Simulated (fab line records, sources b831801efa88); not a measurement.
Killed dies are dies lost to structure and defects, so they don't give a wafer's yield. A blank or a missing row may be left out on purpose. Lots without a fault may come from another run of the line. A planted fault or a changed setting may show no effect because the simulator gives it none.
Which tool did it? | flow gf180mcu | 11 lots, 33 wafers sampled, at 4 steps of a route of 602

WHAT THE GAUGES READ, wafer by wafer
GF_M2_THK_MEAS_06: measures by xrf.
lot  | measured     | on            | M2_ALCU_THK (nm)
L617 | day 18 03:43 | film_metro-03 | 451 452 452
L621 | day 19 20:39 | film_metro-04 | 450 447 446
L628 | day 22 12:26 | film_metro-01 | 453 447 453
L629 | day 22 21:59 | film_metro-04 | 446 453 453
L630 | day 23 03:50 | film_metro-03 | 460 451 460
L631 | day 23 10:37 | film_metro-03 | 454 452 455
L632 | day 23 22:31 | film_metro-01 | 441 453 450
L633 | day 24 04:11 | film_metro-04 | 461 451 454
L636 | day 25 00:14 | film_metro-03 | 453 439 442
L637 | day 25 08:10 | film_metro-03 | 449 451 459
L640 | day 26 02:55 | film_metro-03 | 443 444 452

GF_M2_CD_MEAS_14: target cd 280 nm.
lot  | measured     | on        | cd_nm (nm)
L617 | day 19 03:34 | cd_sem-02 | 280.3 278.9 281.1
L621 | day 20 21:04 | cd_sem-02 | 263.9 268.5 264.4
L628 | day 23 11:16 | cd_sem-01 | 278.3 278.0 278.7
L629 | day 23 20:16 | cd_sem-02 | 279.1 278.1 278.9
L630 | day 24 02:38 | cd_sem-01 | 278.6 279.5 279.9
L631 | day 24 08:22 | cd_sem-02 | 279.6 279.0 278.5
L632 | day 24 20:28 | cd_sem-02 | 281.6 280.7 280.8
L633 | day 25 01:50 | cd_sem-01 | 280.8 280.8 280.4
L636 | day 25 21:08 | cd_sem-01 | 280.0 280.3 279.3
L637 | day 26 04:51 | cd_sem-02 | 280.2 278.7 279.4
L640 | day 26 22:47 | cd_sem-01 | 278.7 278.7 278.8

WHICH TOOL RAN EACH LOT (tool, then ch and the chambers of the sampled wafers, then the start)
lot  | GF_V1_CMP_26                  | GF_M2_EXPOSE_11
L617 | cmp-02 ch 0,2,3, day 18 03:05 | krf_scanner-02 ch 0, day 18 15:56
L621 | cmp-01 ch 0,3, day 19 20:00   | krf_scanner-02 ch 0, day 20 09:14
L628 | cmp-02 ch 0,3, day 22 11:50   | krf_scanner-02 ch 0, day 23 00:06
L629 | cmp-01 ch 0,2, day 22 21:23   | krf_scanner-01 ch 0, day 23 09:00
L630 | cmp-02 ch 0,2, day 23 03:15   | krf_scanner-02 ch 0, day 23 15:28
L631 | cmp-02 ch 0,1,3, day 23 10:05 | krf_scanner-02 ch 0, day 23 21:49
L632 | cmp-01 ch 0,2,3, day 23 21:46 | krf_scanner-02 ch 0, day 24 09:34
L633 | cmp-01 ch 0,2, day 24 03:35   | krf_scanner-01 ch 0, day 24 15:25
L636 | cmp-01 ch 0,2, day 24 23:35   | krf_scanner-01 ch 0, day 25 10:38
L637 | cmp-01 ch 1,2, day 25 07:31   | krf_scanner-01 ch 0, day 25 18:53
L640 | cmp-02 ch 2,3, day 26 02:14   | krf_scanner-02 ch 0, day 26 13:26
- GF_V1_CMP_26: polishes, stops on SiO2, t overpolish 15 s, target thk 0 nm.
- GF_M2_EXPOSE_11: exposes mask Metal2, target cd 280 nm.

WHAT THE TOOLS THEMSELVES READ (means of the sampled wafers that have a number; where no wafer has one, the mark that the record gives instead)
GF_V1_CMP_26.
lot  | tool   | motor_current_A (A) | overpolish_run_s (s) | slurry_filter_dp_kPa (kPa) | time_to_endpoint_s (s)
L617 | cmp-02 | 10.2                | 14.995               | 13.38                      | 84
L621 | cmp-01 | 11.0                | 15.005               | 13.40                      | 89
L628 | cmp-02 | 10.1                | 14.996               | 13.40                      | 80
L629 | cmp-01 | 11.5                | 14.987               | 13.52                      | 85
L630 | cmp-02 | 10.0                | 15.000               | 13.43                      | 88
L631 | cmp-02 | 10.8                | 15.007               | 13.53                      | 83
L632 | cmp-01 | 10.6                | 14.998               | 13.70                      | 83
L633 | cmp-01 | 10.9                | 15.007               | 13.45                      | 85
L636 | cmp-01 | 11.0                | 14.994               | 13.42                      | 87
L637 | cmp-01 | 10.1                | 14.998               | 13.55                      | 82
L640 | cmp-02 | 10.3                | 15.001               | 13.57                      | 91

GF_M2_EXPOSE_11.
lot  | tool           | exposure_dose_mJ_cm2
L617 | krf_scanner-02 | 27.92
L621 | krf_scanner-02 | 27.08
L628 | krf_scanner-02 | 27.82
L629 | krf_scanner-01 | 27.90
L630 | krf_scanner-02 | 27.90
L631 | krf_scanner-02 | 27.86
L632 | krf_scanner-02 | 27.89
L633 | krf_scanner-01 | 27.89
L636 | krf_scanner-01 | 27.82
L637 | krf_scanner-01 | 27.88
L640 | krf_scanner-02 | 27.86

THE ANSWER, worked out from the rows above alone
Rule: what is usual is taken from the lots themselves. Put in order of their means at a reading, lots are off if they are a third of the lots or fewer, leave a main group of 4 or more, and stand apart from it by a gap of 3 or more times the standard deviation of the main group's means; of several such gaps the widest counts. A main group whose means are all the same, to the digits that the tables above print for the reading, isn't used. A lot without any number at a reading at which 4 lots or more have one is off too. The other lots that the step has rows for count as sound. The gauges are gone through in route order, then the tools' own readings, and for those a lot's mean is taken as printed above. The first step at which some lot is off is used, and at that step the reading that is off furthest; a lot without a number counts as furthest.
Off: L621, at GF_M2_CD_MEAS_14 (cd_nm). The main group: mean 279.5 nm, standard deviation 0.84.
A tool fits if, at a process step before that reading, it ran every lot that is off, and no sound lot after the first of them. The gauges at GF_M2_CD_MEAS_14 aren't tried: what is off there is off at GF_M2_EXPOSE_11 too, on other tools, and a gauge's error can't cause that. None of those tried fits.

WHAT THE SIMULATOR HAD PUT IN
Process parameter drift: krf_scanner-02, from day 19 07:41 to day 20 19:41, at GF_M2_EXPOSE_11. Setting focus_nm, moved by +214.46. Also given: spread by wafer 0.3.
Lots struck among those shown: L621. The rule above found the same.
